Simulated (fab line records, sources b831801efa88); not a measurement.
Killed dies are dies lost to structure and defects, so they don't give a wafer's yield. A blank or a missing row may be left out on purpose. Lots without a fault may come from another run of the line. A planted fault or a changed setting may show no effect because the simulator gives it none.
Which tool did it? | flow sky130 | 11 lots, 33 wafers sampled, at 6 steps of a route of 708

WHAT THE GAUGES READ, wafer by wafer
SKY_LI_CONTACT_BOW_MEAS_03. Usual: LI_CONTACT_BOW 54 um, standard deviation 7.
lot  | measured     | on            | LI_CONTACT_BOW (um) | flag
L886 | day 27 18:59 | film_metro-03 | 59 62 52            |
L888 | day 28 20:40 | film_metro-04 | 46 57 51            |
L894 | day 30 14:02 | film_metro-04 | 49 52 60            |
L897 | day 31 14:06 | film_metro-02 | 41 47 46            |
L900 | day 32 14:22 | film_metro-02 | 67 62 48            |
L901 | day 32 17:29 | film_metro-03 | 54 71 44            |
L903 | day 34 10:45 | film_metro-04 | 50 58 57            |
L906 | day 34 13:46 | film_metro-04 | 60 54 58            |
L905 | day 34 14:34 | film_metro-02 | 49 51 61            |
L907 | day 34 19:23 | film_metro-02 | 58 65 61            |
L909 | day 35 12:03 | film_metro-02 | 48 52 63            |

SKY_LOCAL_INTERCONNECT_RS_MEAS_01: measures by four-point-probe. Usual: LOCAL_INTERCONNECT_TIN_RS 14.08 ohm/sq, standard deviation 0.17.
lot  | measured     | on            | LOCAL_INTERCONNECT_TIN_RS (ohm/sq) | flag
L886 | day 29 00:39 | film_metro-01 | 14.17 14.05 14.34                  |
L888 | day 30 01:36 | film_metro-02 | 14.16 14.31 14.21                  |
L894 | day 31 19:27 | film_metro-01 | 14.35 10.23 10.13                  | OFF
L897 | day 32 18:48 | film_metro-03 | 10.00 9.97 10.00                   | OFF
L900 | day 33 17:56 | film_metro-01 | 14.11 14.19 13.91                  |
L901 | day 33 22:25 | film_metro-03 | 14.02 14.07 13.82                  |
L903 | day 35 13:48 | film_metro-01 | 13.88 14.02 14.25                  |
L906 | day 35 16:43 | film_metro-03 | 14.31 14.23 14.05                  |
L905 | day 35 18:05 | film_metro-02 | 14.17 13.79 14.19                  |
L907 | day 35 23:19 | film_metro-02 | 13.93 14.12 14.20                  |
L909 | day 36 15:29 | film_metro-01 | 13.87 14.01 13.92                  |

SKY_LOCAL_INTERCONNECT_THK_MEAS_02: measures by xrf. Usual: LOCAL_INTERCONNECT_TIN_THK 99.1 nm, standard deviation 1.2.
lot  | measured     | on            | LOCAL_INTERCONNECT_TIN_THK (nm) | flag
L886 | day 29 00:46 | film_metro-01 | 98.8 99.9 97.9                  |
L888 | day 30 01:43 | film_metro-02 | 98.5 97.3 98.6                  |
L894 | day 31 19:34 | film_metro-01 | 97.2 134.5 135.3                | OFF
L897 | day 32 18:54 | film_metro-03 | 137.7 138.1 137.5               | OFF
L900 | day 33 18:01 | film_metro-01 | 98.5 98.3 100.3                 |
L901 | day 33 22:32 | film_metro-03 | 100.0 100.0 101.4               |
L903 | day 35 13:54 | film_metro-01 | 100.6 99.1 98.0                 |
L906 | day 35 16:50 | film_metro-03 | 97.3 98.1 99.4                  |
L905 | day 35 18:11 | film_metro-02 | 98.0 101.1 98.1                 |
L907 | day 35 23:26 | film_metro-02 | 100.3 98.8 98.3                 |
L909 | day 36 15:35 | film_metro-01 | 100.7 99.0 99.6                 |

SKY_CONTACT_THK_MEAS_01. Usual: CONTACT_CVD_00_THK 75.0 nm, standard deviation 1.2.
lot  | measured     | on            | CONTACT_CVD_00_THK (nm) | flag
L886 | day 30 05:52 | film_metro-01 | 71.4 73.8 74.8          |
L888 | day 31 06:58 | film_metro-01 | 74.3 76.1 76.9          |
L894 | day 33 00:01 | film_metro-04 | 74.7 75.3 76.1          |
L897 | day 33 22:35 | film_metro-01 | 73.8 73.5 74.5          |
L900 | day 34 20:32 | film_metro-01 | 75.5 74.3 75.8          |
L901 | day 35 02:22 | film_metro-04 | 75.0 74.4 75.0          |
L903 | day 36 16:19 | film_metro-04 | 75.1 77.3 76.6          |
L906 | day 36 19:50 | film_metro-01 | 72.8 73.6 76.7          |
L905 | day 36 21:51 | film_metro-03 | 75.7 76.2 77.6          |
L907 | day 37 01:46 | film_metro-01 | 74.2 74.8 74.6          |
L909 | day 37 18:29 | film_metro-01 | 76.1 77.1 76.5          |

WHICH TOOL RAN EACH LOT (tool, then ch and the chambers of the sampled wafers, then the start)
lot  | SKY_LOCAL_INTERCONNECT_SPUTTER_00 | SKY_LOCAL_INTERCONNECT_METAL_ETCH_14
L886 | pvd_sputter-01, day 29 00:35      | rie_metal-04 ch 0,1, day 30 05:11
L888 | pvd_sputter-04, day 30 01:32      | rie_metal-02 ch 0,1, day 31 06:15
L894 | pvd_sputter-01, day 31 19:22      | rie_metal-01 ch 0,1, day 32 23:19
L897 | pvd_sputter-01, day 32 18:42      | rie_metal-04 ch 0,1, day 33 21:54
L900 | pvd_sputter-04, day 33 17:48      | rie_metal-01 ch 0,1, day 34 19:44
L901 | pvd_sputter-04, day 33 22:20      | rie_metal-04 ch 0, day 35 01:38
L903 | pvd_sputter-01, day 35 13:42      | rie_metal-01 ch 0,1, day 36 15:38
L906 | pvd_sputter-04, day 35 16:39      | rie_metal-04 ch 0,1, day 36 19:02
L905 | pvd_sputter-01, day 35 17:59      | rie_metal-01 ch 0,1, day 36 20:50
L907 | pvd_sputter-04, day 35 23:15      | rie_metal-02 ch 0,1, day 37 01:05
L909 | pvd_sputter-04, day 36 15:24      | rie_metal-02 ch 0, day 37 17:46
- SKY_LOCAL_INTERCONNECT_SPUTTER_00: material TiN, target thk 100 nm, time 83.3 s.
- SKY_LOCAL_INTERCONNECT_METAL_ETCH_14: etches TiN in Cl2/BCl3, stops on PSG, target depth 110 nm, time 31.4 s.

WHAT THE TOOLS THEMSELVES READ (means of the sampled wafers that have a number; where no wafer has one, the mark that the record gives instead)
SKY_LOCAL_INTERCONNECT_SPUTTER_00. Usual: throttle_valve_pct 30.5 %, standard deviation 0.88.
lot  | tool           | throttle_valve_pct (%) | flag
L886 | pvd_sputter-01 | 30.8                   |
L888 | pvd_sputter-04 | 30.4                   |
L894 | pvd_sputter-01 | 30.8                   |
L897 | pvd_sputter-01 | 30.3                   |
L900 | pvd_sputter-04 | 30.6                   |
L901 | pvd_sputter-04 | 30.3                   |
L903 | pvd_sputter-01 | 30.7                   |
L906 | pvd_sputter-04 | 30.2                   |
L905 | pvd_sputter-01 | 30.2                   |
L907 | pvd_sputter-04 | 31.2                   |
L909 | pvd_sputter-04 | 30.3                   |

SKY_LOCAL_INTERCONNECT_METAL_ETCH_14. Usual: drypump_motor_current_A 5.68 A, standard deviation 0.28; oes_product_au 0.943 a.u., standard deviation 0.0079; rf_fwd_power_W 888 W, standard deviation 3.7; throttle_valve_pct 21.900 %, standard deviation 0.0093.
lot  | tool         | drypump_motor_current_A (A) | oes_product_au (a.u.) | rf_fwd_power_W (W) | throttle_valve_pct (%) | flag
L886 | rie_metal-04 | 5.53                        | 0.940                 | 884                | 21.899                 |
L888 | rie_metal-02 | 6.10                        | 0.938                 | 892                | 21.897                 |
L894 | rie_metal-01 | 5.59                        | 0.976                 | 890                | 21.873                 | OFF
L897 | rie_metal-04 | 5.59                        | 0.997                 | 889                | 21.858                 | OFF
L900 | rie_metal-01 | 5.56                        | 0.942                 | 886                | 21.904                 |
L901 | rie_metal-04 | 5.47                        | 0.949                 | 886                | 21.891                 |
L903 | rie_metal-01 | 5.47                        | 0.943                 | 884                | 21.899                 |
L906 | rie_metal-04 | 5.51                        | 0.939                 | 880                | 21.905                 |
L905 | rie_metal-01 | 5.45                        | 0.945                 | 892                | 21.898                 |
L907 | rie_metal-02 | 6.14                        | 0.944                 | 891                | 21.886                 |
L909 | rie_metal-02 | 6.09                        | 0.950                 | 891                | 21.904                 |

THE ANSWER, worked out from the rows above alone
Rule: a lot is off if the mean of its wafers that have a number lies more than 3 standard deviations from the usual mean. A lot without any number at a reading at which 4 lots or more have one is off too. The other lots that the step has rows for count as sound. The gauges are gone through in route order, then the tools' own readings, and for those a lot's mean is taken as printed above. The first step at which some lot is off is used, and at that step the reading that is off furthest; a lot without a number counts as furthest.
Off: L894, L897, at SKY_LOCAL_INTERCONNECT_RS_MEAS_01 (LOCAL_INTERCONNECT_TIN_RS).
A tool fits if, at a process step before that reading, it ran every lot that is off, and no sound lot after the first of them. The gauges at SKY_LOCAL_INTERCONNECT_RS_MEAS_01 aren't tried: what is off there is off at SKY_LOCAL_INTERCONNECT_METAL_ETCH_14 too, on other tools, and a gauge's error can't cause that. None of those tried fits.

WHAT THE SIMULATOR HAD PUT IN
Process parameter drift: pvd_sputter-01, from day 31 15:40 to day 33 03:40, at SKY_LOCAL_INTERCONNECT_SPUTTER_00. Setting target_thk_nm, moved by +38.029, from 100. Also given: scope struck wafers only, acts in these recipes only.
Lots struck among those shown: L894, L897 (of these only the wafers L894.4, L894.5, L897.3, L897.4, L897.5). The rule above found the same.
